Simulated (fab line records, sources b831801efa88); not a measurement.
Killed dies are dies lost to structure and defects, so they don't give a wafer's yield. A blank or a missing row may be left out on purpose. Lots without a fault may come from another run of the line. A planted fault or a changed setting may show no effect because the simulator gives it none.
Which tool did it? | flow sky130 | 14 lots, 42 wafers sampled, at 1 step of a route of 708

WHAT THE GAUGES READ, wafer by wafer
SKY_VT_ADJUST_PCH_OVL_MEAS_07. Usual: VT_ADJUST_PCH_OVL -2.2 nm, standard deviation 1.4.
lot  | measured     | on         | VT_ADJUST_PCH_OVL (nm) | flag
L223 | day 10 14:27 | overlay-01 | -0.2 0.5 -1.7          |
L224 | day 10 19:33 | overlay-01 | -2.7 -2.5 -1.3         |
L225 | day 11 03:38 | overlay-01 | -3.9 -3.1 -3.5         |
L226 | day 11 12:08 | overlay-02 | -1.9 -3.9 -2.5         |
L228 | day 12 02:48 | overlay-02 | -1.8 -1.4 -1.4         |
L229 | day 12 15:39 | overlay-02 | -0.7 -1.2 -0.7         |
L230 | day 12 23:38 | overlay-02 | -2.3 -1.8 -3.1         |
L232 | day 13 13:04 | overlay-01 | -3.4 -3.8 -4.1         |
L239 | day 16 04:05 | overlay-02 | -4.1 -2.7 -3.6         |
L240 | day 16 05:39 | overlay-02 | -0.6 -0.2 -0.7         |
L241 | day 16 20:12 | overlay-02 | -4.6 -4.2 -2.9         |
L242 | day 16 21:55 | overlay-01 | -0.5 -0.4 -2.0         |
L244 | day 17 13:32 | overlay-02 | -1.6 -2.0 -2.2         |
L245 | day 17 19:34 | overlay-02 | -1.1 -1.3 -3.0         |

WHICH TOOL RAN EACH LOT (tool, then ch and the chambers of the sampled wafers, then the start)
The record holds no process step before these readings.

WHAT THE TOOLS THEMSELVES READ (means of the sampled wafers that have a number; where no wafer has one, the mark that the record gives instead)
The record holds no such reading with a usual standard deviation.

THE ANSWER, worked out from the rows above alone
Rule: a lot is off if the mean of its wafers that have a number lies more than 3 standard deviations from the usual mean. A lot without any number at a reading at which 4 lots or more have one is off too. The other lots that the step has rows for count as sound. The gauges are gone through in route order, then the tools' own readings, and for those a lot's mean is taken as printed above. The first step at which some lot is off is used, and at that step the reading that is off furthest; a lot without a number counts as furthest.
No lot is off at any reading shown: from this, nothing can be told.

WHAT THE SIMULATOR HAD PUT IN
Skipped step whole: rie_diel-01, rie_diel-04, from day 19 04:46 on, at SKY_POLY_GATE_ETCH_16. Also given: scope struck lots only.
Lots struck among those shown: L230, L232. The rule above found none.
